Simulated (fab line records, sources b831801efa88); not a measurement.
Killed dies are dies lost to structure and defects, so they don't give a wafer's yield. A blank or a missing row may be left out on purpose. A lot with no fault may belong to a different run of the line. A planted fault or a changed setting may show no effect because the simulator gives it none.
Which tool was responsible? | flow gf180mcu | 21 wafers sampled from 7 lots at 1 step of a route of 602

## WHAT THE GAUGES SHOWED, per wafer
GF_STI_THK_MEAS_02.
lot  | measured    | on            | STI_OXIDATION_THK (nm)
L605 | day 1 16:31 | film metro-02 | 10.20 10.07 10.13
L607 | day 2 02:32 | film metro-04 | 10.26 9.92 10.17
L610 | day 2 17:32 | film metro-04 | 10.30 10.25 10.35
L612 | day 3 05:30 | film metro-02 | 9.89 9.94 9.82
L618 | day 4 15:35 | film metro-03 | 9.80 9.56 9.87
L620 | day 4 22:11 | film metro-02 | 9.96 9.73 9.84
L623 | day 5 11:19 | film metro-03 | 10.11 9.81 10.08

## TOOL THAT RAN EACH LOT (tool first, then ch and the chambers of the sampled wafers, then the start)
The record shows no process step preceding these readings.

## THE ANSWER, worked out from the rows above alone
Rule: usual is defined by the lots themselves. The widest of any qualifying gaps counts: lots, ordered by their means at a reading, are off when they make up no more than a third of the lots, leave a main group of 4 or more, and stand apart from it by 3 or more times the standard deviation of that group's means. A main group is skipped when, at the precision printed for the reading in the tables above, its means are all equal. Also off: a lot with no number at a reading for which 4 or more lots have one. The other lots that the step has rows for count as sound.
Nothing can be told from this: no lot is off at any reading shown.

## WHAT THE SIMULATOR PUT IN
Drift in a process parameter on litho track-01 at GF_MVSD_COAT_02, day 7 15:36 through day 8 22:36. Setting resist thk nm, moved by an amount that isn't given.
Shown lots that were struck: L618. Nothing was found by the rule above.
